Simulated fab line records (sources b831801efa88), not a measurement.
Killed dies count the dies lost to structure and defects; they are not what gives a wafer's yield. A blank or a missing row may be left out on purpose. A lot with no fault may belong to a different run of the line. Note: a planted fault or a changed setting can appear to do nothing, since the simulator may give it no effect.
fab line records	flow sky130	part 1 of 2: steps 1 to 25 of 35
record: lots: 5	wafers: 15	lastDay: 49
route steps=708 shown VIA4@656 METAL5@661 PASSIVATION@681
lots untouched by any fault: they come from a run of this same line in which no faults occurred
startH: the number of hours between the record's first day and the start of the first shown wafer of the lot	waitH: hours from the lot's prior step to this one	" repeats the value in the row above	L1.1+2: several wafers, shown together as one row	- value missing, or start not given	* or withheld: withheld	< > ~ a bound
route shown NAME@n: names a module that has steps shown in the file, with the first one's number in the route	usual: mean/standard deviation of fault-free wafers	same: alike in all rows	chamber/n: place in a boat	sites: per-site readings	_std_site: how widely they spread, as a standard deviation	_edge_site: the outer-site mean with the inner-site mean subtracted	radiusMm: for every site, how far away it sits from the centre of the wafer	mask NAME#n: copy n	behind: the last tool/chamber to shape the wafer	hold: what put the lot on hold/how long, in hours/how the hold closed	device: which transistor (n, p or np) failed to switch	end of line: the same wafers' tests at the end of the route	where a step has no rows: the recipe by itself	killed: the dies lost at the first sort to structure and to defects; this is not the yield of the wafer	map: a wafer's dies, x killed, . not, _ none there
set.NAME: the setting that was run; set.NAME@STEP: the one run at that earlier step	model.NAME: the simulator's own value behind a step, which no gauge read
lots at some steps of the route; a table a step, a row a wafer
services: the hour from which a tool's chamber was out of use, counted from the record's first day as startH (under 0 if before that day), plus the number of hours and why
== steps ==
step: SKY_VIA4_SPUTTER_17
recipe: material: TiN	targetThkNm: 20	chamberPressurePa: 5	powerW: 4000	timeS: 80
usual: throttleValvePct: 30.1/1.3
lot.wafer	tool	chamber	startH	waitH	throttleValvePct
L075.1	pvdSputter-02	-	999.75	0.0	31.0
L075.4	"	-	"	"	30.8
L075.5	"	-	"	"	29.1
L077.2	pvdSputter-03	-	1017.84	0.0	30.5
L077.5	"	-	"	"	30.9
L077.6	"	-	"	"	30.6
L082.2	pvdSputter-03	-	1053.96	0.0	30.3
L082.3	"	-	"	"	30.6
L082.5	"	-	"	"	28.9
L090.4	pvdSputter-02	-	1125.41	0.0	31.2
L090.5	"	-	"	"	27.8
L090.6	"	-	"	"	31.0
L091.2	pvdSputter-02	-	1128.06	0.0	31.1
L091.3	"	-	"	"	28.2
L091.4	"	-	"	"	30.8
step: SKY_VIA4_CVD_18
recipe: material: W	targetThkNm: 505	timeS: 152.14	tempC: 400	pressureTorr: 40
usual: heaterPowerOuterW: 498/64	heaterPowerW: 775/49
lot.wafer	tool	chamber	startH	waitH	heaterPowerOuterW	heaterPowerW
L075.1	cvdW-01	0	999.81	0.0	464	744
L075.4	"	1	"	"	441	710
L075.5	"	0	"	"	458	743
L077.2	cvdW-01	1	1017.90	0.0	438	707
L077.5	"	0	"	"	473	752
L077.6	"	1	"	"	426	720
L082.2	cvdW-01	1	1054.03	0.0	432	724
L082.3	"	0	"	"	458	770
L082.5	"	0	"	"	474	750
L090.4	cvdW-01	0	1125.52	0.1	474	758
L090.5	"	0	"	"	473	757
L090.6	"	1	"	"	426	728
L091.2	cvdW-01	1	1128.12	0.0	435	727
L091.3	"	1	"	"	435	719
L091.4	"	0	"	"	453	760
step: SKY_VIA4_RS_MEAS_19
recipe: thkMeasGauge: four-point-probe	reads: W_of_VIA4_CVD_18+TiN_of_VIA4_SPUTTER_17
usual: VIA4_W_RS: 0.2257/0.0023
lot.wafer	tool	chamber	startH	waitH	VIA4_W_RS[ohm/sq]
L075.1	filmMetro-02	-	999.96	0.1	0.2258
L075.4	"	-	"	"	0.2275
L075.5	"	-	"	"	0.2263
L077.2	filmMetro-02	-	1018.08	0.1	0.2241
L077.5	"	-	"	"	0.2257
L077.6	"	-	"	"	0.2244
L082.2	filmMetro-03	-	1054.20	0.1	0.2282
L082.3	"	-	"	"	0.2258
L082.5	"	-	"	"	0.2275
L090.4	filmMetro-02	-	1125.68	0.1	0.2210
L090.5	"	-	"	"	0.2214
L090.6	"	-	"	"	0.2229
L091.2	filmMetro-04	-	1128.29	0.1	0.2284
L091.3	"	-	"	"	0.2271
L091.4	"	-	"	"	0.2244
step: SKY_VIA4_THK_MEAS_20
recipe: thkMeasGauge: xrf	reads: W_of_VIA4_CVD_18
usual: VIA4_W_THK: 507/7.6
lot.wafer	tool	chamber	startH	waitH	VIA4_W_THK[nm]
L075.1	filmMetro-02	-	1000.08	0.1	500
L075.4	"	-	"	"	500
L075.5	"	-	"	"	500
L077.2	filmMetro-02	-	1018.19	0.1	508
L077.5	"	-	"	"	502
L077.6	"	-	"	"	505
L082.2	filmMetro-03	-	1054.31	0.1	500
L082.3	"	-	"	"	507
L082.5	"	-	"	"	500
L090.4	filmMetro-02	-	1125.77	0.1	515
L090.5	"	-	"	"	514
L090.6	"	-	"	"	515
L091.2	filmMetro-04	-	1128.40	0.1	512
L091.3	"	-	"	"	512
L091.4	"	-	"	"	519
step: SKY_VIA4_CMP_21
recipe: stopOn: SiO2	tOverpolishS: 25	downForcePsi: 3.5	platenRpm: 60	targetThkNm: 0	padVelocityMS: 0.94248
usual: motorCurrentA: 11.7/0.67	overpolishRunS: 25.000/0.0085	timeToEndpointS: 122/4.9
lot.wafer	tool	chamber	startH	waitH	motorCurrentA	overpolishRunS	timeToEndpointS
L075.1	cmp-02	1	1000.31	0.2	11.7	25.000	127
L075.4	"	3	"	"	10.6	24.994	115
L075.5	"	2	"	"	13.5	24.988	125
L077.2	cmp-01	3	1018.24	0.0	11.2	25.018	123
L077.6	"	3	"	"	10.9	24.989	119
L077.5	"	0	"	"	11.3	24.997	120
L082.2	cmp-01	1	1054.46	0.1	11.1	25.004	119
L082.3	"	2	"	"	12.6	24.999	119
L082.5	"	3	"	"	11.8	24.999	113
L090.4	cmp-01	3	1126.20	0.4	11.8	25.013	122
L090.6	"	2	"	"	11.7	25.000	126
L090.5	"	3	"	"	11.4	24.993	123
L091.3	cmp-01	0	1128.45	0.0	11.1	25.000	114
L091.2	"	1	"	"	11.7	25.003	117
L091.4	"	3	"	"	11.8	25.005	114
step: SKY_METAL5_SPUTTER_00
recipe: material: Ti	targetThkNm: 15	powerW: 3000	timeS: 10	chamberPressurePa: 0.4
usual: throttleValvePct: 30.2/1.1
lot.wafer	tool	chamber	startH	waitH	throttleValvePct
L075.1	pvdSputter-03	-	1000.61	0.2	30.3
L075.4	"	-	"	"	32.1
L075.5	"	-	"	"	30.5
L077.2	pvdSputter-04	-	1018.54	0.2	29.7
L077.5	"	-	"	"	29.3
L077.6	"	-	"	"	31.8
L082.2	pvdSputter-04	-	1054.66	0.1	30.4
L082.3	"	-	"	"	31.7
L082.5	"	-	"	"	30.2
L090.4	pvdSputter-02	-	1126.45	0.2	30.9
L090.5	"	-	"	"	27.7
L090.6	"	-	"	"	30.8
L091.2	pvdSputter-03	-	1128.75	0.2	28.8
L091.3	"	-	"	"	30.6
L091.4	"	-	"	"	30.4
step: SKY_METAL5_SPUTTER_01
recipe: material: TiN	targetThkNm: 20	powerW: 6500	timeS: 16.7	chamberPressurePa: 0.4
usual: throttleValvePct: 30.2/1.1
lot.wafer	tool	chamber	startH	waitH	throttleValvePct
L075.1	pvdSputter-03	-	1000.63	0.0	30.4
L075.4	"	-	"	"	32.3
L075.5	"	-	"	"	30.4
L077.2	pvdSputter-04	-	1018.56	0.0	29.4
L077.5	"	-	"	"	29.4
L077.6	"	-	"	"	31.8
L082.2	pvdSputter-04	-	1054.68	0.0	30.3
L082.3	"	-	"	"	31.9
L082.5	"	-	"	"	30.4
L090.4	pvdSputter-02	-	1126.47	0.0	30.7
L090.5	"	-	"	"	28.1
L090.6	"	-	"	"	31.0
L091.2	pvdSputter-03	-	1128.77	0.0	29.1
L091.3	"	-	"	"	30.6
L091.4	"	-	"	"	30.4
step: SKY_METAL5_SPUTTER_02
recipe: material: AlCu	targetThkNm: 1150	powerW: 10600	timeS: 61.2	chamberPressurePa: 0.4
usual: throttleValvePct: 30.2/1.1
lot.wafer	tool	chamber	startH	waitH	throttleValvePct
L075.1	pvdSputter-03	-	1000.65	0.0	30.6
L075.4	"	-	"	"	32.2
L075.5	"	-	"	"	30.1
L077.2	pvdSputter-04	-	1018.58	0.0	29.3
L077.5	"	-	"	"	29.5
L077.6	"	-	"	"	31.7
L082.2	pvdSputter-04	-	1054.71	0.0	30.3
L082.3	"	-	"	"	31.9
L082.5	"	-	"	"	30.4
L090.4	pvdSputter-02	-	1126.50	0.0	30.7
L090.5	"	-	"	"	28.1
L090.6	"	-	"	"	30.9
L091.2	pvdSputter-03	-	1128.80	0.0	29.3
L091.3	"	-	"	"	30.5
L091.4	"	-	"	"	30.3
step: SKY_METAL5_SPUTTER_03
recipe: material: Ti	targetThkNm: 5	powerW: 3000	timeS: 3.3	chamberPressurePa: 0.4
usual: throttleValvePct: 30.2/1.1
lot.wafer	tool	chamber	startH	waitH	throttleValvePct
L075.1	pvdSputter-03	-	1000.70	0.0	30.8
L075.4	"	-	"	"	32.3
L075.5	"	-	"	"	30.6
L077.2	pvdSputter-04	-	1018.64	0.0	29.4
L077.5	"	-	"	"	29.3
L077.6	"	-	"	"	32.0
L082.2	pvdSputter-04	-	1054.76	0.0	30.5
L082.3	"	-	"	"	31.8
L082.5	"	-	"	"	30.1
L090.4	pvdSputter-02	-	1126.55	0.0	31.0
L090.5	"	-	"	"	28.2
L090.6	"	-	"	"	31.0
L091.2	pvdSputter-03	-	1128.85	0.0	29.1
L091.3	"	-	"	"	30.7
L091.4	"	-	"	"	30.4
step: SKY_METAL5_SPUTTER_04
recipe: material: TiN	targetThkNm: 70	powerW: 6500	timeS: 58.3	chamberPressurePa: 0.4
usual: throttleValvePct: 30.2/1.1
lot.wafer	tool	chamber	startH	waitH	throttleValvePct
L075.1	pvdSputter-03	-	1000.72	0.0	30.4
L075.4	"	-	"	"	32.3
L075.5	"	-	"	"	30.7
L077.2	pvdSputter-04	-	1018.65	0.0	29.6
L077.5	"	-	"	"	29.5
L077.6	"	-	"	"	31.7
L082.2	pvdSputter-04	-	1054.77	0.0	30.1
L082.3	"	-	"	"	31.9
L082.5	"	-	"	"	30.5
L090.4	pvdSputter-02	-	1126.57	0.0	31.1
L090.5	"	-	"	"	27.9
L090.6	"	-	"	"	30.9
L091.2	pvdSputter-03	-	1128.87	0.0	29.0
L091.3	"	-	"	"	30.5
L091.4	"	-	"	"	30.4
step: SKY_METAL5_RS_MEAS_05
recipe: thkMeasGauge: four-point-probe	reads: TiN_of_METAL5_SPUTTER_04+Ti_of_METAL5_SPUTTER_03+AlCu_of_METAL5_SPUTTER_02+TiN_of_METAL5_SPUTTER_01+Ti_of_METAL5_SPUTTER_00
usual: METAL5_ALCU_RS: 0.027/0.00026
lot.wafer	tool	chamber	startH	waitH	METAL5_ALCU_RS[ohm/sq]
L075.1	filmMetro-02	-	1000.77	0.0	0.02717
L075.4	"	-	"	"	0.02726
L075.5	"	-	"	"	0.02714
L077.2	filmMetro-01	-	1018.72	0.0	0.02657
L077.5	"	-	"	"	0.02656
L077.6	"	-	"	"	0.02684
L082.2	filmMetro-01	-	1054.84	0.0	0.02675
L082.3	"	-	"	"	0.02686
L082.5	"	-	"	"	0.02687
L090.4	filmMetro-02	-	1126.67	0.1	0.02737
L090.5	"	-	"	"	0.02736
L090.6	"	-	"	"	0.02753
L091.2	filmMetro-04	-	1128.94	0.0	0.02699
L091.3	"	-	"	"	0.02727
L091.4	"	-	"	"	0.02678
step: SKY_METAL5_THK_MEAS_06
recipe: thkMeasGauge: xrf	reads: AlCu_of_METAL5_SPUTTER_02
usual: METAL5_ALCU_THK: 1129/15
lot.wafer	tool	chamber	startH	waitH	METAL5_ALCU_THK[nm]
L075.1	filmMetro-02	-	1000.89	0.1	1108
L075.4	"	-	"	"	1106
L075.5	"	-	"	"	1114
L077.2	filmMetro-01	-	1018.83	0.1	1152
L077.5	"	-	"	"	1145
L077.6	"	-	"	"	1144
L082.2	filmMetro-01	-	1054.95	0.1	1130
L082.3	"	-	"	"	1118
L082.5	"	-	"	"	1122
L090.4	filmMetro-02	-	1126.76	0.1	1109
L090.5	"	-	"	"	1108
L090.6	"	-	"	"	1102
L091.2	filmMetro-04	-	1129.05	0.1	1139
L091.3	"	-	"	"	1119
L091.4	"	-	"	"	1148
step: SKY_METAL5_DEHYDRATE_07
recipe: tempC: 200	timeS: 60
usual: exhaustPa: 44.9/0.97
lot.wafer	tool	chamber	startH	waitH	exhaustPa
L075.1	lithoTrack-02	0	1010.77	9.9	45.6
L075.4	"	0	"	"	45.5
L075.5	"	0	"	"	45.9
L077.2	lithoTrack-02	0	1030.00	11.2	44.6
L077.5	"	0	"	"	43.8
L077.6	"	0	"	"	44.9
L082.2	lithoTrack-03	0	1065.21	10.2	45.0
L082.3	"	0	"	"	44.4
L082.5	"	0	"	"	44.8
L090.4	lithoTrack-03	0	1136.21	9.4	44.3
L090.5	"	0	"	"	44.7
L090.6	"	0	"	"	45.5
L091.2	lithoTrack-03	0	1138.21	9.2	45.6
L091.3	"	0	"	"	45.2
L091.4	"	0	"	"	43.7
step: SKY_METAL5_HMDS_08
recipe: primeTimeS: 60	primeTempC: 120
usual: exhaustPa: 45.0/0.91	primeTempC: 120.01/0.13
lot.wafer	tool	chamber	startH	waitH	exhaustPa	primeTempC
L075.1	lithoTrack-02	0	1010.92	0.1	45.2	120.14
L075.4	"	0	"	"	45.8	120.08
L075.5	"	0	"	"	45.7	120.06
L077.2	lithoTrack-02	0	1030.15	0.1	44.1	119.91
L077.5	"	0	"	"	44.5	119.88
L077.6	"	0	"	"	45.0	120.02
L082.2	lithoTrack-03	0	1065.36	0.1	44.3	119.94
L082.3	"	0	"	"	42.3	119.97
L082.5	"	0	"	"	45.9	119.87
L090.4	lithoTrack-03	0	1136.36	0.1	46.5	120.01
L090.5	"	0	"	"	46.8	120.05
L090.6	"	0	"	"	44.8	120.12
L091.2	lithoTrack-03	0	1138.36	0.1	43.8	120.05
L091.3	"	0	"	"	44.4	120.15
L091.4	"	0	"	"	46.3	120.14
step: SKY_METAL5_COAT_09
recipe: resist: NOVOLAK	spinRpm: 3000	resistThkNm: 1800
usual: exhaustPa: 45.1/0.86
lot.wafer	tool	chamber	startH	waitH	exhaustPa
L075.1	lithoTrack-02	0	1011.07	0.1	44.5
L075.4	"	0	"	"	44.8
L075.5	"	0	"	"	45.2
L077.2	lithoTrack-02	0	1030.30	0.1	44.2
L077.5	"	0	"	"	45.1
L077.6	"	0	"	"	44.8
L082.2	lithoTrack-03	0	1065.51	0.1	44.7
L082.3	"	0	"	"	45.4
L082.5	"	0	"	"	45.5
L090.4	lithoTrack-03	0	1136.51	0.1	44.2
L090.5	"	0	"	"	43.0
L090.6	"	0	"	"	44.3
L091.2	lithoTrack-03	0	1138.51	0.1	46.0
L091.3	"	0	"	"	44.9
L091.4	"	0	"	"	44.7
step: SKY_METAL5_SOFTBAKE_10
recipe: tempC: 90	timeS: 60	resist: NOVOLAK
usual: exhaustPa: 44.8/0.85
lot.wafer	tool	chamber	startH	waitH	exhaustPa
L075.1	lithoTrack-02	0	1011.22	0.1	45.1
L075.4	"	0	"	"	45.7
L075.5	"	0	"	"	46.1
L077.2	lithoTrack-02	0	1030.45	0.1	45.7
L077.5	"	0	"	"	45.0
L077.6	"	0	"	"	45.9
L082.2	lithoTrack-03	0	1065.66	0.1	45.2
L082.3	"	0	"	"	45.3
L082.5	"	0	"	"	46.3
L090.4	lithoTrack-03	0	1136.66	0.1	45.1
L090.5	"	0	"	"	44.9
L090.6	"	0	"	"	44.7
L091.2	lithoTrack-03	0	1138.66	0.1	44.8
L091.3	"	0	"	"	43.0
L091.4	"	0	"	"	43.4
step: SKY_METAL5_EXPOSE_11
recipe: maskId: MM5	na: 0.6	sourceShape: conventional	sigmaOuter: 0.6	polarization: unpolarized	targetCdNm: 1600	doseMj: 190
lot.wafer	tool	chamber	startH	waitH	mask
L075.1+4+5	ilineStepper-02	0	-	-	MM5#0
L077.2+5+6	ilineStepper-02	0	-	-	MM5#0
L082.2+3+5	ilineStepper-02	0	-	-	MM5#0
L090.4+5+6	ilineStepper-01	0	-	-	MM5#0
L091.2+3+4	ilineStepper-02	0	-	-	MM5#0
step: SKY_METAL5_PEB_12
recipe: tempC: withheld	timeS: *	resist: NOVOLAK
usual: exhaustPa: 44.9/0.97
lot.wafer	tool	chamber	startH	waitH	exhaustPa
L075.1	lithoTrack-01	0	-	-	45.4
L075.4	"	0	"	"	44.5
L075.5	"	0	"	"	45.4
L077.2	lithoTrack-03	0	-	-	46.2
L077.5	"	0	"	"	46.8
L077.6	"	0	"	"	46.1
L082.2	lithoTrack-01	0	-	-	46.4
L082.3	"	0	"	"	45.3
L082.5	"	0	"	"	45.5
L090.4	lithoTrack-01	0	-	-	46.4
L090.5	"	0	"	"	45.4
L090.6	"	0	"	"	46.5
L091.2	lithoTrack-01	0	-	-	44.6
L091.3	"	0	"	"	45.0
L091.4	"	0	"	"	44.1
step: SKY_METAL5_DEVELOP_13
recipe: resist: NOVOLAK	developer: TMAH	developTimeS: 60	devTempC: 23
usual: developerTempC: 23.00/0.095	exhaustPa: 44.9/0.94
lot.wafer	tool	chamber	startH	waitH	developerTempC	exhaustPa
L075.1	lithoTrack-01	0	1022.99	0.1	23.12	45.9
L075.4	"	0	"	"	23.10	44.1
L075.5	"	0	"	"	23.08	44.7
L077.2	lithoTrack-03	0	1040.51	0.1	23.08	46.2
L077.5	"	0	"	"	23.03	46.1
L077.6	"	0	"	"	22.91	45.8
L082.2	lithoTrack-01	0	1075.67	0.1	22.90	45.5
L082.3	"	0	"	"	22.98	46.4
L082.5	"	0	"	"	23.04	46.9
L090.4	lithoTrack-01	0	1144.62	0.1	22.90	44.3
L090.5	"	0	"	"	22.94	44.6
L090.6	"	0	"	"	23.09	44.0
L091.2	lithoTrack-01	0	1146.27	0.1	22.99	44.9
L091.3	"	0	"	"	22.95	44.5
L091.4	"	0	"	"	23.07	44.9
step: SKY_METAL5_DESCUM_14
recipe: chemistry: O2	sourcePowerW: 150	biasPowerW: 0	pressureMtorr: 10	tempC: 40	timeS: 11
usual: drypumpMotorCurrentA: 5.71/0.25	oesProductAu: 0.997/0.011
lot.wafer	tool	chamber	startH	waitH	drypumpMotorCurrentA	oesProductAu	rfHoursCounterH
L075.1	rieMetal-04	1	1023.14	0.1	5.70	1.008	7
L075.4	"	0	"	"	5.64	0.985	-
L075.5	"	1	"	"	5.68	1.021	-
L077.2	rieMetal-01	1	1040.63	0.1	5.52	0.999	16
L077.5	"	1	"	"	5.52	0.998	-
L077.6	"	0	"	"	5.73	0.998	-
L082.2	rieMetal-04	0	1075.79	0.1	5.66	0.989	21
L082.3	"	1	"	"	5.70	1.020	-
L082.5	"	0	"	"	5.67	0.983	-
L090.4	rieMetal-01	1	1144.71	0.1	5.52	1.002	-
L090.5	"	0	"	"	5.74	0.999	-
L090.6	"	1	"	"	5.54	0.996	-
L091.2	rieMetal-01	1	1146.39	0.1	5.53	0.995	25
L091.3	"	1	"	"	5.53	0.992	-
L091.4	"	0	"	"	5.73	0.990	-
step: SKY_METAL5_METAL_ETCH_15
recipe: targetDepthA: 12600	stopOn: SiO2	overEtchFrac: 0.2	timeS: 252	chemistry: Cl2/BCl3	resistSidewallDeg: 86	pressureMtorr: 10	icpW: 900	biasW: 48.5	Cl2_flow_sccm: 60	bcl3FlowSccm: 30
usual: drypumpMotorCurrentA: 5.71/0.25	oesProductAu: 0.894/0.0048	throttleValvePct: 22.265/0.0088
lot.wafer	tool	chamber	startH	waitH	drypumpMotorCurrentA	oesProductAu	rfHoursCounterH	throttleValvePct
L075.1	rieMetal-04	1	1023.18	0.0	5.67	0.895	7	22.272
L075.4	"	0	"	"	5.67	0.896	-	22.263
L075.5	"	1	"	"	5.69	0.894	-	22.249
L077.2	rieMetal-01	1	1040.68	0.0	5.52	0.902	16	22.284
L077.5	"	1	"	"	5.53	0.896	-	22.256
L077.6	"	0	"	"	5.74	0.890	-	22.273
L082.2	rieMetal-04	0	1075.83	0.0	5.66	0.896	21	22.265
L082.3	"	1	"	"	5.69	0.885	-	22.256
L082.5	"	0	"	"	5.65	0.888	-	22.257
L090.4	rieMetal-01	1	1144.81	0.1	5.54	0.894	-	22.253
L090.5	"	0	"	"	5.73	0.890	-	22.258
L090.6	"	1	"	"	5.53	0.905	-	22.261
L091.2	rieMetal-01	1	1146.43	0.0	5.53	0.899	25	22.252
L091.3	"	1	"	"	5.54	0.898	-	22.271
L091.4	"	0	"	"	5.72	0.900	-	22.247
step: SKY_METAL5_STRIP_16
recipe: chemistry: O2/N2	powerW: 1400	pressureMtorr: 1500	platenTempC: withheld	o2FlowSccm: 3000	n2FlowSccm: 300	overashFraction: 0.5
usual: drypumpMotorCurrentA: 6.0/0.35	n2FlowSccm: 300.0/0.91	oesProductAu: 0.709/0.0045	stripTimeToEndpointS: 13.08/0.15
lot.wafer	tool	chamber	startH	waitH	drypumpMotorCurrentA	n2FlowSccm	oesProductAu	rfHoursCounterH	stripTimeToEndpointS
L075.1	plasmaAsher-02	0	1023.41	0.2	6.0	300.4	0.713	117	12.99
L075.4	"	0	"	"	6.0	302.0	0.704	-	13.20
L075.5	"	0	"	"	5.9	301.5	0.703	-	12.98
L077.2	plasmaAsher-02	0	1040.99	0.2	5.9	299.5	0.702	119	13.03
L077.5	"	0	"	"	6.0	299.6	0.707	-	13.01
L077.6	"	1	"	"	6.1	299.4	0.705	-	13.18
L082.2	plasmaAsher-02	0	1076.06	0.2	6.0	300.0	0.714	1	13.17
L082.3	"	0	"	"	6.0	299.1	0.708	-	12.86
L082.5	"	0	"	"	6.0	298.9	0.710	-	13.30
L090.4	plasmaAsher-01	0	1145.00	0.1	5.6	299.2	0.709	-	13.11
L090.5	"	0	"	"	5.6	300.5	0.710	-	13.25
L090.6	"	1	"	"	6.6	300.1	0.711	-	13.02
L091.2	plasmaAsher-01	0	1146.66	0.2	5.6	297.8	0.706	41	12.91
L091.3	"	1	"	"	6.6	300.5	0.708	-	12.84
L091.4	"	0	"	"	5.5	300.2	0.705	-	12.97
step: SKY_METAL5_STRIP_17
recipe: chemistry: postEtchResidueRemover	timeS: 1200	tempC: 72.5
lot.wafer	tool	chamber	startH	waitH
L075.1+4+5	wetBench-02	0	1023.51	0.1
L077.2+5+6	wetBench-03	1	1041.09	0.1
L082.2+3+5	wetBench-03	3	1076.16	0.1
L090.4+5+6	wetBench-03	1	1145.06	0.0
L091.2+3+4	wetBench-03	1	1146.78	0.1
step: SKY_METAL5_CLEAN_18
recipe: chemistry: IPA	timeS: 180	tempC: 25
lot.wafer	tool	chamber	startH	waitH
L075.1+4+5	wetBench-04	3	1023.85	0.0
L077.2+5+6	wetBench-02	0	1041.43	0.0
L082.2+3+5	wetBench-04	1	1076.50	0.0
L090.4+5+6	wetBench-03	2	1145.47	0.0
L091.2+3+4	wetBench-04	3	1147.19	0.0
step: SKY_METAL5_CLEAN_19
recipe: chemistry: O3/DIW	dry: n2Spin
lot.wafer	tool	chamber	startH	waitH
L075.1+4+5	wetBench-03	2	1023.91	0.0
L077.2+5+6	wetBench-04	0	1041.49	0.0
L082.2+3+5	wetBench-03	3	1076.57	0.0
L090.4+5+6	wetBench-03	0	1145.54	0.0
L091.2+3+4	wetBench-02	0	1147.25	0.0
